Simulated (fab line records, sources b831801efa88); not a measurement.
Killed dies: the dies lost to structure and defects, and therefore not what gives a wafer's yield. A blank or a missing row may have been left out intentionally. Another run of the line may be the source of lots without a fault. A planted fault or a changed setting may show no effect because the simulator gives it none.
What tool caused it? -- flow sky130 -- 33 wafers from 11 lots sampled at 3 of the route's 708 steps

WHAT EACH GAUGE READ, for each wafer
SKY_VT_ADJUST_HVTP_OVL_MEAS_08.
lot,measured,on,VT_ADJUST_HVTP_OVL (nm)
L403,day 5 23:02,overlay-02,-1.7 0.9 -0.7
L406,day 6 16:08,overlay-01,1.2 1.5 2.1
L408,day 7 11:46,overlay-02,-2.2 0.3 0.5
L410,day 7 20:44,overlay-01,1.5 1.7 0.4
L415,day 9 01:50,overlay-02,0.6 0.6 0.5
L416,day 9 09:55,overlay-01,0.4 0.8 2.3
L419,day 10 09:05,overlay-01,3.0 1.5 2.3
L421,day 10 16:08,overlay-01,-0.4 -0.2 -0.9
L422,day 11 01:32,overlay-02,-1.2 -1.8 -0.5
L425,day 11 17:25,overlay-02,-0.9 -0.7 -2.0
L426,day 12 03:14,overlay-02,0.2 1.1 0.1

SKY_VT_ADJUST_HVTR_OVL_MEAS_08.
lot,measured,on,VT_ADJUST_HVTR_OVL (nm)
L403,day 9 05:55,overlay-01,-2.0 -0.1 0.3
L406,day 10 02:04,overlay-02,-2.0 -0.4 -2.9
L408,day 11 01:34,overlay-01,-1.8 -0.1 -1.5
L410,day 11 10:52,overlay-01,-0.8 -1.8 -3.4
L415,day 12 21:14,overlay-01,-1.2 -0.6 0.6
L416,day 13 05:43,overlay-01,-1.7 -0.7 0.4
L419,day 14 07:54,overlay-02,-0.7 -0.5 -1.0
L421,day 14 16:25,overlay-02,-0.9 0.6 -2.2
L422,day 15 04:28,overlay-02,-1.1 -1.6 -0.3
L425,day 15 23:37,overlay-01,-2.5 -2.2 -2.9
L426,day 16 10:20,overlay-02,-1.6 -0.1 -1.4

SKY_POLY_GATE_CD_MEAS_22.
lot,measured,on,cd-nm (nm)
L403,day 16 04:08,cd-sem-02,148.2 149.4 149.4
L406,day 16 23:28,cd-sem-02,150.5 148.6 150.7
L408,day 19 07:04,cd-sem-02,149.6 149.8 151.1
L410,day 19 07:04,cd-sem-01,151.3 149.8 150.0
L415,day 20 14:25,cd-sem-02,148.3 149.4 148.9
L416,day 21 03:11,cd-sem-01,146.0 149.7 145.8
L419,day 22 13:47,cd-sem-02,150.2 148.7 149.4
L421,day 22 19:29,cd-sem-01,151.4 152.9 152.6
L422,day 23 06:46,cd-sem-02,148.3 149.7 151.3
L425,day 24 04:35,cd-sem-02,149.4 151.1 149.6
L426,day 24 15:26,cd-sem-01,149.1 149.3 148.3

WHICH TOOL RAN EACH LOT (tool, then ch and the chambers of the sampled wafers, then the start)
Record: no process step prior to these readings.

WHAT THE TOOLS THEMSELVES READ (means of the sampled wafers that have a number; where no wafer has one, the mark that the record gives instead)
The record holds no such reading with a usual standard deviation.

THE ANSWER, worked out from the rows above alone
Rule: what is usual is taken from the lots themselves. Put in order of their means at a reading, lots are off if they are a third of the lots or fewer, leave a main group of 4 or more, and stand apart from it by a gap of 3 or more times the standard deviation of the main group's means; of several such gaps the widest counts. If all means in a main group match to the digits the tables above print for the reading, that group is not used. A lot without any number at a reading at which 4 lots or more have one is off too. Where the step has rows for the other lots, those lots are counted as sound. After the gauges, taken in route order, come the tools' own readings; for these a lot's mean is taken, as printed above. At the first step where some lot is off, the reading lying furthest off is the one used; lots without a number count as furthest.
No lot is off at any reading shown: from this, nothing can be told.

WHAT HAD BEEN PUT IN BY THE SIMULATOR
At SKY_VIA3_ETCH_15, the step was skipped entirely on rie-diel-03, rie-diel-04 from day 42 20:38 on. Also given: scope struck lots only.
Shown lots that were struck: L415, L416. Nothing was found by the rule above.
